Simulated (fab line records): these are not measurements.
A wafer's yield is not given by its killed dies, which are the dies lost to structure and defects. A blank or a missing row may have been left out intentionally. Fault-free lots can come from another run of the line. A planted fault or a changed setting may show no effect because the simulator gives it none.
A struck lot beside a sound one / flow sky130 / 42 steps out of a route of 708
Sound: the wafers L102.2, L102.3, L102.5. Struck: wafer L116.2 (left out: L116.3, a lot-mate that was not struck); the cause follows at the end.
Order at every step that has rows: each side's tool, ch and its chambers, its first start. Under that, the readings that differ: sound wafers / struck wafers / difference of the means / sigmas: that difference in standard deviations of wafers without a fault.
alike: a reading whose means differ by less than 2 such deviations, as well as words and numbers matching on both sides. not compared: withheld readings; readings where some wafer has no value; bounds like >300 that might hide an equal value; numbers whose values overlap and for which the record gives no deviation.
The two part at a step that has a row with sigmas, a row that says differs or no value, or rows on one side only. Numbers that have no deviation but don't overlap get no sigmas and don't part them. Lack of a reading on every wafer of one side parts them only where that side has two or more wafers.

SKY_SD_P_CD_MEAS_07: target cd 380 nm.
  sound on cd-sem-02 at day 25 03:12; struck on cd-sem-02 at day 30 00:27
  alike: cd-nm
SKY_SD_P_OVL_MEAS_08:
  sound on overlay-02 at day 25 03:19; struck on overlay-02 at day 30 00:34
  alike: SD_P_OVL
next, for these wafers, 1 step has no rows: SKY_SD_P_IMPLANT_09.
SKY_SD_P_STRIP_10: strips in O2/N2.
  sound on plasma-asher-04 ch 1, day 25 03:29; struck on plasma-asher-04 ch 0, day 30 00:44
reading=strip-time-to-endpoint-s (s); sound=17.43 17.44 17.42; struck=17.51; difference=+0.08; sigmas=+2
  alike: drypump-motor-current-A, oes-product-au
  not compared: rf-hours-counter-h
SKY_SD_P_TW_MEAS_11:
  sound on film-metro-02 at day 25 03:36; struck on film-metro-04 at day 30 00:51
  alike: SD_P_TW
then, 7 steps without rows for these wafers: SKY_RES_XHIGH_DEHYDRATE_00 (time 60 s); SKY_RES_XHIGH_HMDS_01 (prime time 60 s); SKY_RES_XHIGH_COAT_02 (resist thk 1140 nm); SKY_RES_XHIGH_SOFTBAKE_03 (time 60 s); SKY_RES_XHIGH_EXPOSE_04 (exposes mask URPM, target cd 1270 nm); SKY_RES_XHIGH_PEB_05; SKY_RES_XHIGH_DEVELOP_06 (develop time 60 s).
SKY_RES_XHIGH_IMPLANT_07:
  sound on implanter-04 ch 0, day 26 08:30; struck on implanter-02 ch 0, day 31 02:52
SKY_RES_XHIGH_STRIP_08: strips in O2/N2.
  sound on plasma-asher-03 ch 0,1, day 26 08:38; struck on plasma-asher-01 ch 0, day 31 03:00
  alike: drypump-motor-current-A, oes-product-au, strip-time-to-endpoint-s
  not compared: rf-hours-counter-h
SKY_RES_XHIGH_TW_MEAS_09:
  sound on film-metro-03 at day 26 08:44; struck on film-metro-02 at day 31 03:07
  alike: RES_XHIGH_TW
then, 7 steps without rows for these wafers: SKY_SD_N_DEHYDRATE_00 (time 60 s); SKY_SD_N_HMDS_01 (prime time 60 s); SKY_SD_N_COAT_02 (resist thk 1140 nm); SKY_SD_N_SOFTBAKE_03 (time 60 s); SKY_SD_N_EXPOSE_04 (exposes mask NSDM, target cd 380 nm); SKY_SD_N_PEB_05; SKY_SD_N_DEVELOP_06 (develop time 60 s).
SKY_SD_N_CD_MEAS_07: target cd 380 nm.
  sound on cd-sem-02 at day 27 13:47; struck on cd-sem-02 at day 32 05:29
  alike: cd-nm
SKY_SD_N_OVL_MEAS_08:
  sound on overlay-02 at day 27 13:53; struck on overlay-02 at day 32 05:35
  alike: SD_N_OVL
then, 2 steps without rows for these wafers: SKY_SD_N_IMPLANT_09; SKY_SD_N_IMPLANT_10.
SKY_SD_N_STRIP_11: strips in O2/N2.
  sound on plasma-asher-03 ch 0,1, day 27 14:13; struck on plasma-asher-03 ch 1, day 32 05:55
  alike: drypump-motor-current-A, oes-product-au, strip-time-to-endpoint-s
  not compared: rf-hours-counter-h
SKY_SD_N_TW_MEAS_12:
  sound on film-metro-02 at day 27 14:21; struck on film-metro-04 at day 32 06:02
  alike: SD_N_TW
then, 1 step without rows for these wafers: SKY_SD_N_CLEAN_13 (cleans in SC1/SC2, time 150 s).
SKY_SD_N_RTA_14: time 2 s.
  sound on rtp-anneal-01 ch 0, day 27 14:28; struck on rtp-anneal-02 ch 0, day 32 06:08
  alike: lamp-power-pct, wafer_temp_C_max
SKY_SD_N_RS_MEAS_16: measures by four-point-probe.
  sound on film-metro-03 at day 27 14:38; struck on film-metro-02 at day 32 06:20
  alike: SD_N_RS
SKY_SD_N_RS_MEAS_17: measures by four-point-probe.
  sound on film-metro-03 at day 27 14:46; struck on film-metro-02 at day 32 06:27
  alike: SD_P_RS
SKY_SD_N_RS_MEAS_18: measures by four-point-probe.
  sound on film-metro-03 at day 27 14:53; struck on film-metro-02 at day 32 06:34
  alike: RES_XHIGH_RS
then, 2 steps without rows for these wafers: SKY_SALICIDE_CLEAN_00 (cleans in HF-last, time 30 s); SKY_LI_CONTACT_HDPCVD_00 (deposits PSG, target thk 930 nm, time 155 s).
SKY_LI_CONTACT_THK_MEAS_01:
  sound on film-metro-02 at day 27 15:07; struck on film-metro-03 at day 32 06:48
reading=LI_CONTACT_HDPCVD_THK (nm); sound=907 911 910; struck=932; difference=+23; sigmas=+2
SKY_LI_CONTACT_CMP_02: polishes PSG.
  sound on cmp-01 ch 0,2, day 27 15:13; struck on cmp-02 ch 2, day 32 06:51
reading=motor-current-A (A); sound=12.4 9.6 10.3; struck=13.5; difference=+2.7; sigmas=+2
  alike: time-to-endpoint-s
SKY_LI_CONTACT_BOW_MEAS_03:
  sound on film-metro-02 at day 27 15:29; struck on film-metro-03 at day 32 07:10
  alike: LI_CONTACT_BOW
then, 3 steps without rows for these wafers: SKY_LI_CONTACT_DEHYDRATE_04 (time 60 s); SKY_LI_CONTACT_HMDS_05 (prime time 60 s); SKY_LI_CONTACT_COAT_06 (resist thk 60 nm).
-- a jump in the record: the struck wafers' starts before and after are 17 days apart (it breaks off in module LI_CONTACT and resumes in module PAD_OPEN, where the first step shown is number 708 of the route) --
SKY_PAD_OPEN_PROBE_99:
  sound on prober-01 at day 45 17:02; struck on prober-02 at day 49 00:14
reading=killed_at_M0_to_M3; sound=54 50 58; struck=39; difference=-15; sigmas=-2
reading=killed-dies; sound=102 90 109; struck=71; difference=-29; sigmas=-3
reading=killed-open; sound=63 48 53; struck=27; difference=-28; sigmas=-4
reading=model.etest.res-xhigh-po.rs-ohm-sq-range; sound=108 117.4 122.2; struck=170.4; difference=+54.5; sigmas=
  alike: killed_at_M4_up, killed-at-contacts, killed-at-front-end, killed-at-other, killed-on-rim, killed-short

== WHERE THEY PART ==
Last at SKY_PAD_OPEN_PROBE_99 as far as this record goes, first at SKY_SD_P_STRIP_10.

WHY: whatever the simulator had introduced
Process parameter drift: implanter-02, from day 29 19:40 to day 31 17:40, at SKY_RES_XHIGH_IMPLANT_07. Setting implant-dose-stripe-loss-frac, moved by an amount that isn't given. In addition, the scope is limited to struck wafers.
